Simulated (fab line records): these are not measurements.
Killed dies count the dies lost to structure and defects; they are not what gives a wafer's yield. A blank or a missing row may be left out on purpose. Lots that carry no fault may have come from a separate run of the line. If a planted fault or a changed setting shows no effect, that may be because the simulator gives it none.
The tool behind it: which one? / flow sky130 / 33 wafers from 11 lots sampled at 6 of the route's 708 steps

WHAT EACH GAUGE READ, for each wafer
SKY_GATE_OXIDE_TW_MEAS_14.
lot=L294; measured=day 13 10:17; on=film metro-02; GATE_OXIDE_TW=223.5 223.2 224.3
lot=L295; measured=day 14 02:59; on=film metro-02; GATE_OXIDE_TW=224.0 225.1 225.0
lot=L297; measured=day 15 14:25; on=film metro-02; GATE_OXIDE_TW=223.3 222.4 224.2
lot=L300; measured=day 16 14:29; on=film metro-03; GATE_OXIDE_TW=227.1 228.6 226.7
lot=L301; measured=day 16 14:50; on=film metro-02; GATE_OXIDE_TW=225.5 225.4 225.6
lot=L309; measured=day 19 00:44; on=film metro-03; GATE_OXIDE_TW=223.4 223.7 224.0
lot=L313; measured=day 21 08:35; on=film metro-04; GATE_OXIDE_TW=226.9 227.6 227.8
lot=L315; measured=day 21 11:49; on=film metro-04; GATE_OXIDE_TW=225.7 226.7 226.5
lot=L317; measured=day 22 00:18; on=film metro-02; GATE_OXIDE_TW=222.9 222.7 223.4

SKY_POLY_GATE_CD_MEAS_13 targets a cd of 150 nm.
lot=L294; measured=day 15 22:23; on=cd sem-01; cd nm (nm)=150.7 150.9 151.5
lot=L295; measured=day 16 12:40; on=cd sem-01; cd nm (nm)=152.6 151.0 151.5
lot=L297; measured=day 18 08:56; on=cd sem-02; cd nm (nm)=148.8 150.8 149.6
lot=L300; measured=day 19 09:23; on=cd sem-02; cd nm (nm)=149.4 150.7 150.9
lot=L301; measured=day 19 08:38; on=cd sem-02; cd nm (nm)=150.4 151.0 149.3
lot=L309; measured=day 21 21:05; on=cd sem-02; cd nm (nm)=149.8 148.3 148.8
lot=L313; measured=day 24 02:12; on=cd sem-02; cd nm (nm)=148.5 147.4 149.1
lot=L315; measured=day 24 04:11; on=cd sem-02; cd nm (nm)=151.1 148.9 150.6
lot=L317; measured=day 25 02:24; on=cd sem-01; cd nm (nm)=152.0 153.2 154.2

SKY_LDD_N_OVL_MEAS_07.
lot=L294; measured=day 17 05:41; on=overlay-01; LDD_N_OVL (nm)=-0.8 -0.8 -2.8
lot=L295; measured=day 17 22:09; on=overlay-01; LDD_N_OVL (nm)=-1.5 -0.2 0.4
lot=L297; measured=day 19 19:17; on=overlay-01; LDD_N_OVL (nm)=2.8 1.5 2.3
lot=L300; measured=day 20 19:38; on=overlay-02; LDD_N_OVL (nm)=2.4 1.9 1.5
lot=L301; measured=day 20 17:42; on=overlay-02; LDD_N_OVL (nm)=0.2 0.0 0.0
lot=L309; measured=day 23 05:26; on=overlay-02; LDD_N_OVL (nm)=-0.5 2.5 2.4
lot=L313; measured=day 25 10:29; on=overlay-02; LDD_N_OVL (nm)=3.1 2.3 1.5
lot=L315; measured=day 25 11:23; on=overlay-01; LDD_N_OVL (nm)=1.9 0.2 1.3
lot=L317; measured=day 26 10:00; on=overlay-01; LDD_N_OVL (nm)=-1.0 0.7 1.0

WHICH TOOL RAN EACH LOT (tool, then ch and the chambers of the sampled wafers, then the start)
lot=L294; SKY_FIELD_ISO_ETCH_14=rie diel-03 ch 1,2,3, day 2 05:31; SKY_FIELD_ISO_ETCH_15=rie diel-03 ch 1,2,3, day 2 05:33; SKY_FIELD_ISO_STRIP_16=plasma asher-01 ch 0,1, day 2 05:37
lot=L295; SKY_FIELD_ISO_ETCH_14=rie diel-04 ch 0,1, day 2 10:37; SKY_FIELD_ISO_ETCH_15=rie diel-04 ch 0,1, day 2 10:40; SKY_FIELD_ISO_STRIP_16=plasma asher-03 ch 0,1, day 2 10:45
lot=L297; SKY_FIELD_ISO_ETCH_14=rie diel-04 ch 0,2,3, day 2 18:49; SKY_FIELD_ISO_ETCH_15=rie diel-04 ch 0,2,3, day 2 18:52; SKY_FIELD_ISO_STRIP_16=plasma asher-03 ch 1, day 2 18:55
lot=L300; SKY_FIELD_ISO_ETCH_14=rie diel-02 ch 1,2, day 3 15:13; SKY_FIELD_ISO_ETCH_15=rie diel-02 ch 1,2, day 3 15:16; SKY_FIELD_ISO_STRIP_16=plasma asher-03 ch 0,1, day 3 15:19
lot=L301; SKY_FIELD_ISO_ETCH_14=rie diel-02 ch 1,2,3, day 3 19:49; SKY_FIELD_ISO_ETCH_15=rie diel-02 ch 1,2,3, day 3 19:52; SKY_FIELD_ISO_STRIP_16=plasma asher-04 ch 0,1, day 3 19:55
lot=L307; SKY_FIELD_ISO_ETCH_14=rie diel-02 ch 0,1, day 5 00:40; SKY_FIELD_ISO_ETCH_15=rie diel-02 ch 0,1, day 5 00:43; SKY_FIELD_ISO_STRIP_16=plasma asher-03 ch 0,1, day 5 00:46
lot=L308; SKY_FIELD_ISO_ETCH_14=rie diel-04 ch 1,2,3, day 5 05:55; SKY_FIELD_ISO_ETCH_15=rie diel-04 ch 1,2,3, day 5 05:58; SKY_FIELD_ISO_STRIP_16=plasma asher-03 ch 0,1, day 5 06:01
lot=L309; SKY_FIELD_ISO_ETCH_14=rie diel-04 ch 0,1,3, day 5 09:52; SKY_FIELD_ISO_ETCH_15=rie diel-04 ch 0,1,3, day 5 09:55; SKY_FIELD_ISO_STRIP_16=plasma asher-03 ch 0,1, day 5 09:58
lot=L313; SKY_FIELD_ISO_ETCH_14=rie diel-03 ch 0,1,3, day 6 09:40; SKY_FIELD_ISO_ETCH_15=rie diel-03 ch 0,1,3, day 6 09:42; SKY_FIELD_ISO_STRIP_16=plasma asher-01 ch 1, day 6 09:46
lot=L315; SKY_FIELD_ISO_ETCH_14=rie diel-04 ch 0,1,3, day 6 17:37; SKY_FIELD_ISO_ETCH_15=rie diel-04 ch 0,1,3, day 6 17:40; SKY_FIELD_ISO_STRIP_16=plasma asher-03 ch 0,1, day 6 17:43
lot=L317; SKY_FIELD_ISO_ETCH_14=rie diel-04 ch 0,3, day 7 08:01; SKY_FIELD_ISO_ETCH_15=rie diel-04 ch 0,3, day 7 08:03; SKY_FIELD_ISO_STRIP_16=plasma asher-01 ch 0,1, day 7 08:06
- SKY_FIELD_ISO_ETCH_14: etches BARC in N2/H2, stops on SiO2, time 45.9 s, target depth 60 nm.
- SKY_FIELD_ISO_ETCH_15: etches the open film in CHF3/O2, stops on Si, target depth 180 nm, time 72 s.
- SKY_FIELD_ISO_STRIP_16: strips in O2/N2.

AS READ BY THE TOOLS THEMSELVES (means over the sampled wafers that have a number; for cases with no such wafer, the mark the record gives instead)
SKY_FIELD_ISO_ETCH_14.
lot=L294; tool=rie diel-03; bias w (W)=99.76; chamber pressure mTorr (mTorr)=30.016; drypump motor current A (A)=5.2; oes product au (a.u.)=0.855; throttle valve pct (%)=13.231
lot=L295; tool=rie diel-04; bias w (W)=100.21; chamber pressure mTorr (mTorr)=30.008; drypump motor current A (A)=5.4; oes product au (a.u.)=0.856; throttle valve pct (%)=13.225
lot=L297; tool=rie diel-04; bias w (W)=100.02; chamber pressure mTorr (mTorr)=30.006; drypump motor current A (A)=5.3; oes product au (a.u.)=0.858; throttle valve pct (%)=13.231
lot=L300; tool=rie diel-02; bias w (W)=100.28; chamber pressure mTorr (mTorr)=29.982; drypump motor current A (A)=6.1; oes product au (a.u.)=0.853; throttle valve pct (%)=13.216
lot=L301; tool=rie diel-02; bias w (W)=99.89; chamber pressure mTorr (mTorr)=29.996; drypump motor current A (A)=6.0; oes product au (a.u.)=0.856; throttle valve pct (%)=13.219
lot=L307; tool=rie diel-02; bias w (W)=-; chamber pressure mTorr (mTorr)=-; drypump motor current A (A)=-; oes product au (a.u.)=-; throttle valve pct (%)=-
lot=L308; tool=rie diel-04; bias w (W)=-; chamber pressure mTorr (mTorr)=-; drypump motor current A (A)=-; oes product au (a.u.)=-; throttle valve pct (%)=-
lot=L309; tool=rie diel-04; bias w (W)=100.15; chamber pressure mTorr (mTorr)=29.953; drypump motor current A (A)=5.4; oes product au (a.u.)=0.858; throttle valve pct (%)=13.227
lot=L313; tool=rie diel-03; bias w (W)=99.78; chamber pressure mTorr (mTorr)=29.989; drypump motor current A (A)=5.4; oes product au (a.u.)=0.853; throttle valve pct (%)=13.229
lot=L315; tool=rie diel-04; bias w (W)=99.91; chamber pressure mTorr (mTorr)=30.037; drypump motor current A (A)=5.4; oes product au (a.u.)=0.855; throttle valve pct (%)=13.231
lot=L317; tool=rie diel-04; bias w (W)=100.14; chamber pressure mTorr (mTorr)=30.006; drypump motor current A (A)=5.3; oes product au (a.u.)=0.857; throttle valve pct (%)=13.219

SKY_FIELD_ISO_ETCH_15.
lot=L294; tool=rie diel-03; O2_flow_sccm (sccm)=5.003; bias w (W)=199.9; drypump motor current A (A)=5.2; oes product au (a.u.)=0.941; throttle valve pct (%)=8.839
lot=L295; tool=rie diel-04; O2_flow_sccm (sccm)=4.983; bias w (W)=200.0; drypump motor current A (A)=5.5; oes product au (a.u.)=0.935; throttle valve pct (%)=8.835
lot=L297; tool=rie diel-04; O2_flow_sccm (sccm)=4.995; bias w (W)=199.4; drypump motor current A (A)=5.3; oes product au (a.u.)=0.937; throttle valve pct (%)=8.841
lot=L300; tool=rie diel-02; O2_flow_sccm (sccm)=4.997; bias w (W)=200.1; drypump motor current A (A)=6.1; oes product au (a.u.)=0.949; throttle valve pct (%)=8.854
lot=L301; tool=rie diel-02; O2_flow_sccm (sccm)=5.007; bias w (W)=200.5; drypump motor current A (A)=6.0; oes product au (a.u.)=0.939; throttle valve pct (%)=8.844
lot=L307; tool=rie diel-02; O2_flow_sccm (sccm)=5.006; bias w (W)=199.4; drypump motor current A (A)=6.2; oes product au (a.u.)=0.375; throttle valve pct (%)=8.667
lot=L308; tool=rie diel-04; O2_flow_sccm (sccm)=5.016; bias w (W)=199.6; drypump motor current A (A)=5.4; oes product au (a.u.)=0.373; throttle valve pct (%)=8.665
lot=L309; tool=rie diel-04; O2_flow_sccm (sccm)=5.005; bias w (W)=200.1; drypump motor current A (A)=5.4; oes product au (a.u.)=0.941; throttle valve pct (%)=8.845
lot=L313; tool=rie diel-03; O2_flow_sccm (sccm)=4.992; bias w (W)=199.7; drypump motor current A (A)=5.4; oes product au (a.u.)=0.947; throttle valve pct (%)=8.847
lot=L315; tool=rie diel-04; O2_flow_sccm (sccm)=5.019; bias w (W)=199.7; drypump motor current A (A)=5.4; oes product au (a.u.)=0.945; throttle valve pct (%)=8.847
lot=L317; tool=rie diel-04; O2_flow_sccm (sccm)=5.003; bias w (W)=199.7; drypump motor current A (A)=5.3; oes product au (a.u.)=0.935; throttle valve pct (%)=8.835

SKY_FIELD_ISO_STRIP_16.
lot=L294; tool=plasma asher-01; drypump motor current A (A)=5.8; oes product au (a.u.)=0.379; strip time to endpoint s (s)=3.535
lot=L295; tool=plasma asher-03; drypump motor current A (A)=5.9; oes product au (a.u.)=0.375; strip time to endpoint s (s)=3.544
lot=L297; tool=plasma asher-03; drypump motor current A (A)=5.8; oes product au (a.u.)=0.377; strip time to endpoint s (s)=3.544
lot=L300; tool=plasma asher-03; drypump motor current A (A)=6.1; oes product au (a.u.)=0.375; strip time to endpoint s (s)=3.541
lot=L301; tool=plasma asher-04; drypump motor current A (A)=5.8; oes product au (a.u.)=0.378; strip time to endpoint s (s)=3.535
lot=L307; tool=plasma asher-03; drypump motor current A (A)=5.9; oes product au (a.u.)=0.397; strip time to endpoint s (s)=4.004
lot=L308; tool=plasma asher-03; drypump motor current A (A)=6.1; oes product au (a.u.)=0.399; strip time to endpoint s (s)=4.007
lot=L309; tool=plasma asher-03; drypump motor current A (A)=5.9; oes product au (a.u.)=0.382; strip time to endpoint s (s)=3.584
lot=L313; tool=plasma asher-01; drypump motor current A (A)=5.9; oes product au (a.u.)=0.377; strip time to endpoint s (s)=3.556
lot=L315; tool=plasma asher-03; drypump motor current A (A)=6.0; oes product au (a.u.)=0.378; strip time to endpoint s (s)=3.529
lot=L317; tool=plasma asher-01; drypump motor current A (A)=5.8; oes product au (a.u.)=0.377; strip time to endpoint s (s)=3.569

THE ANSWER, worked out from the rows above alone
Rule: the lots themselves supply what counts as usual. Put in order of their means at a reading, lots are off if they are a third of the lots or fewer, leave a main group of 4 or more, and stand apart from it by a gap of 3 or more times the standard deviation of the main group's means; of several such gaps the widest counts. If all means in a main group match to the digits the tables above print for the reading, that group is not used. Also off: a lot with no number at a reading for which 4 or more lots have one. Where the step has rows for the other lots, those lots are counted as sound. First the gauges in route order, then the tools' own readings, where a lot's mean is used as printed above. At the first step where some lot is off, the reading lying furthest off is the one used; lots without a number count as furthest.
Off: L307, L308 (SKY_FIELD_ISO_ETCH_14, bias w). Without a number there: L307, L308. The main group has a mean of 100.02 W with a standard deviation of 0.18.
If a tool, at that step or one of the process steps before it, ran each lot that is off and ran no sound lot following the first of them, it fits. None of those tried fits.

WHAT THE SIMULATOR PUT IN
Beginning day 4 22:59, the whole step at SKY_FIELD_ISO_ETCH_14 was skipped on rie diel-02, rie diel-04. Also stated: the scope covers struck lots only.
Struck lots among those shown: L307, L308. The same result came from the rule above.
